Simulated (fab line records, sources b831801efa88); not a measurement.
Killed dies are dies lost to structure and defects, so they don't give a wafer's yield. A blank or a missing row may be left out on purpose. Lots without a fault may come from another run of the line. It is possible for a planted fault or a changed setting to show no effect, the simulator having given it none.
Which tool was responsible? | flow sky130 | 13 lots, 39 wafers sampled, at 6 steps of a route of 708

WHAT THE GAUGES SHOWED, per wafer
SKY_SD_N_TW_MEAS_12.
lot  | measured     | on            | SD_N_TW
L556 | day 28 00:43 | film-metro-02 | 3929 3924 3941
L557 | day 28 10:40 | film-metro-01 | 4023 4013 4011
L558 | day 28 17:13 | film-metro-02 | 3971 3940 3951
L559 | day 29 05:04 | film-metro-02 | 3968 3960 3951
L561 | day 29 20:23 | film-metro-01 | 3936 3966 3951
L562 | day 29 22:34 | film-metro-02 | 3986 3966 3983
L565 | day 31 02:17 | film-metro-02 | 3955 3986 3949
L566 | day 31 05:11 | film-metro-03 | 3987 3997 3979
L567 | day 31 15:01 | film-metro-02 | 3940 3939 3958
L571 | day 33 15:35 | film-metro-01 | 3932 3955 3959
L570 | day 33 17:10 | film-metro-02 | 3969 3971 3949
L573 | day 33 18:07 | film-metro-01 | 482 492 493
L579 | day 35 14:49 | film-metro-02 | 3963 3996 3984

SKY_SD_N_RS_MEAS_18: uses a four-point probe to measure.
lot  | measured     | on            | RES_XHIGH_RS (ohm/sq)
L556 | day 28 01:14 | film-metro-03 | 333.1 333.2 332.7
L557 | day 28 11:11 | film-metro-02 | 333.4 333.4 333.7
L558 | day 28 17:44 | film-metro-01 | 332.8 332.4 331.8
L559 | day 29 05:35 | film-metro-02 | 333.2 333.6 333.2
L561 | day 29 20:56 | film-metro-03 | 332.8 332.5 334.0
L562 | day 29 23:07 | film-metro-01 | 332.5 332.9 331.3
L565 | day 31 02:49 | film-metro-02 | 335.4 333.0 334.3
L566 | day 31 05:45 | film-metro-01 | 332.1 332.0 331.4
L567 | day 31 15:34 | film-metro-03 | 334.1 332.4 332.9
L571 | day 33 16:07 | film-metro-03 | 335.6 335.3 335.8
L570 | day 33 17:41 | film-metro-01 | 333.3 334.3 333.0
L573 | day 33 18:38 | film-metro-01 | 332.0 333.7 333.4
L579 | day 35 15:20 | film-metro-03 | 334.3 334.8 334.2

SKY_LI_CONTACT_OVL_MEAS_13.
lot  | measured     | on         | LI_CONTACT_OVL (nm)
L556 | day 29 04:29 | overlay-02 | 3 2 4
L557 | day 29 14:02 | overlay-01 | -5 -8 -4
L558 | day 29 22:35 | overlay-02 | 4 1 5
L559 | day 30 11:23 | overlay-02 | -11 -9 -4
L561 | day 31 01:58 | overlay-02 | 4 4 -2
L562 | day 31 03:22 | overlay-01 | -1 3 3
L565 | day 32 06:35 | overlay-01 | 1 7 9
L566 | day 32 13:14 | overlay-02 | 8 12 12
L567 | day 32 19:17 | overlay-01 | -1 -10 -11
L571 | day 34 19:41 | overlay-02 | 3 0 7
L570 | day 34 20:23 | overlay-01 | 2 0 8
L573 | day 34 21:46 | overlay-01 | -4 1 -4
L579 | day 36 18:26 | overlay-01 | -8 -5 -10

WHICH TOOL RAN EACH LOT (tool, then ch and the chambers of the sampled wafers, then the start)
lot  | SKY_POLY_CUT_STRIP_12                | SKY_RES_XHIGH_STRIP_08               | SKY_SD_N_STRIP_11
L556 | plasma-asher-01 ch 0,1, day 24 08:48 | plasma-asher-02 ch 0,1, day 26 20:01 | plasma-asher-01 ch 0,1, day 28 00:37
L557 | plasma-asher-01 ch 0,1, day 24 17:10 | plasma-asher-02 ch 0,1, day 27 05:13 | plasma-asher-02 ch 0,1, day 28 10:34
L558 | plasma-asher-01 ch 0,1, day 25 02:03 | plasma-asher-02 ch 1, day 27 12:50   | plasma-asher-01 ch 0,1, day 28 17:07
L559 | plasma-asher-04 ch 0,1, day 25 16:07 | plasma-asher-01 ch 0,1, day 28 02:11 | plasma-asher-02 ch 0,1, day 29 04:58
L561 | plasma-asher-04 ch 0,1, day 26 07:23 | plasma-asher-02 ch 0,1, day 28 16:29 | plasma-asher-01 ch 0,1, day 29 20:17
L562 | plasma-asher-04 ch 0,1, day 26 09:21 | plasma-asher-02 ch 0,1, day 28 17:55 | plasma-asher-01 ch 0,1, day 29 22:28
L565 | plasma-asher-01 ch 0,1, day 27 14:36 | plasma-asher-03 ch 0,1, day 29 22:29 | plasma-asher-02 ch 0,1, day 31 02:10
L566 | plasma-asher-01 ch 0,1, day 27 17:25 | plasma-asher-01 ch 0,1, day 30 00:29 | plasma-asher-01 ch 0,1, day 31 05:06
L567 | plasma-asher-03 ch 0,1, day 28 03:57 | plasma-asher-01 ch 0,1, day 30 11:10 | plasma-asher-02 ch 0, day 31 14:55
L571 | plasma-asher-03 ch 0,1, day 30 05:42 | plasma-asher-02 ch 0,1, day 32 12:58 | plasma-asher-02 ch 1, day 33 15:28
L570 | plasma-asher-03 ch 0,1, day 30 06:09 | plasma-asher-02 ch 0,1, day 32 14:17 | plasma-asher-01 ch 0,1, day 33 17:04
L573 | plasma-asher-04 ch 0,1, day 30 06:30 | plasma-asher-02 ch 0,1, day 32 14:56 | plasma-asher-01 ch 0,1, day 33 18:01
L579 | plasma-asher-01 ch 0,1, day 32 04:59 | plasma-asher-03 ch 0,1, day 34 11:17 | plasma-asher-01 ch 0,1, day 35 14:43
- SKY_POLY_CUT_STRIP_12: strips in O2/N2.
- SKY_RES_XHIGH_STRIP_08: strips in O2/N2.
- SKY_SD_N_STRIP_11: strips in O2/N2.

AS READ BY THE TOOLS THEMSELVES (means over the sampled wafers that have a number; for cases with no such wafer, the mark the record gives instead)
SKY_POLY_CUT_STRIP_12.
lot  | tool            | drypump-motor-current-A (A) | oes-product-au (a.u.) | strip-time-to-endpoint-s (s)
L556 | plasma-asher-01 | 5.7                         | 0.455                 | 5.348
L557 | plasma-asher-01 | 5.7                         | 0.454                 | 5.343
L558 | plasma-asher-01 | 5.7                         | 0.451                 | 5.358
L559 | plasma-asher-04 | 5.7                         | 0.452                 | 5.339
L561 | plasma-asher-04 | 5.6                         | 0.454                 | 5.373
L562 | plasma-asher-04 | 5.9                         | 0.453                 | 5.386
L565 | plasma-asher-01 | 5.7                         | 0.453                 | 5.336
L566 | plasma-asher-01 | 5.7                         | 0.452                 | 5.366
L567 | plasma-asher-03 | 5.7                         | 0.452                 | 5.345
L571 | plasma-asher-03 | 5.7                         | 0.451                 | 5.361
L570 | plasma-asher-03 | 5.7                         | 0.449                 | 5.345
L573 | plasma-asher-04 | 5.6                         | 0.451                 | 5.358
L579 | plasma-asher-01 | 5.7                         | 0.452                 | 5.352

SKY_RES_XHIGH_STRIP_08.
lot  | tool            | drypump-motor-current-A (A) | oes-product-au (a.u.) | strip-time-to-endpoint-s (s)
L556 | plasma-asher-02 | 6.5                         | 0.714                 | 14.24
L557 | plasma-asher-02 | 6.1                         | 0.705                 | 14.28
L558 | plasma-asher-02 | 5.8                         | 0.711                 | 14.32
L559 | plasma-asher-01 | 5.7                         | 0.712                 | 14.32
L561 | plasma-asher-02 | 6.5                         | 0.710                 | 14.34
L562 | plasma-asher-02 | 6.1                         | 0.710                 | 14.31
L565 | plasma-asher-03 | 5.7                         | 0.712                 | 14.25
L566 | plasma-asher-01 | 5.7                         | 0.714                 | 14.35
L567 | plasma-asher-01 | 5.4                         | 0.711                 | 14.35
L571 | plasma-asher-02 | 6.1                         | 0.711                 | 14.28
L570 | plasma-asher-02 | 6.5                         | 0.709                 | 14.35
L573 | plasma-asher-02 | 6.1                         | 0.945                 | -
L579 | plasma-asher-03 | 5.7                         | 0.710                 | 14.34

SKY_SD_N_STRIP_11.
lot  | tool            | drypump-motor-current-A (A) | oes-product-au (a.u.) | strip-time-to-endpoint-s (s)
L556 | plasma-asher-01 | 5.4                         | 0.528                 | 22.55
L557 | plasma-asher-02 | 6.5                         | 0.531                 | 22.55
L558 | plasma-asher-01 | 5.7                         | 0.529                 | 22.52
L559 | plasma-asher-02 | 6.5                         | 0.528                 | 22.50
L561 | plasma-asher-01 | 5.7                         | 0.524                 | 22.50
L562 | plasma-asher-01 | 5.7                         | 0.528                 | 22.54
L565 | plasma-asher-02 | 6.4                         | 0.530                 | 22.57
L566 | plasma-asher-01 | 5.4                         | 0.531                 | 22.49
L567 | plasma-asher-02 | 6.8                         | 0.529                 | 22.55
L571 | plasma-asher-02 | 5.8                         | 0.528                 | 22.59
L570 | plasma-asher-01 | 5.4                         | 0.530                 | 22.59
L573 | plasma-asher-01 | 5.4                         | 0.539                 | 24.25
L579 | plasma-asher-01 | 5.7                         | 0.529                 | 22.55

THE ANSWER, worked out from the rows above alone
Rule: the usual values come from the lots themselves. The widest of any qualifying gaps counts: lots, ordered by their means at a reading, are off when they make up no more than a third of the lots, leave a main group of 4 or more, and stand apart from it by 3 or more times the standard deviation of that group's means. The tables above print the reading to a certain number of digits; a main group whose means all agree to those digits is not used. A lot without any number at a reading at which 4 lots or more have one is off too. The other lots that the step has rows for count as sound. The gauges are gone through in route order, then the tools' own readings, and for those a lot's mean is taken as printed above. At the first step where some lot is off, the reading lying furthest off is the one used; lots without a number count as furthest.
Off: L573, seen at SKY_SD_N_TW_MEAS_12 (SD_N_TW). Main group: mean 3965, sd 22.
If a tool, at a process step before that reading, ran all the lots that are off and no sound lot after the first of them, it fits. The gauges at SKY_SD_N_TW_MEAS_12 aren't tried: what is off there is off at SKY_RES_XHIGH_STRIP_08 too, on other tools, and a gauge's error can't cause that. 2 tools fit, plasma-asher-04 at SKY_POLY_CUT_STRIP_12 and plasma-asher-02 at SKY_RES_XHIGH_STRIP_08, so this cannot tell which one it is.

WHAT HAD BEEN PUT IN BY THE SIMULATOR
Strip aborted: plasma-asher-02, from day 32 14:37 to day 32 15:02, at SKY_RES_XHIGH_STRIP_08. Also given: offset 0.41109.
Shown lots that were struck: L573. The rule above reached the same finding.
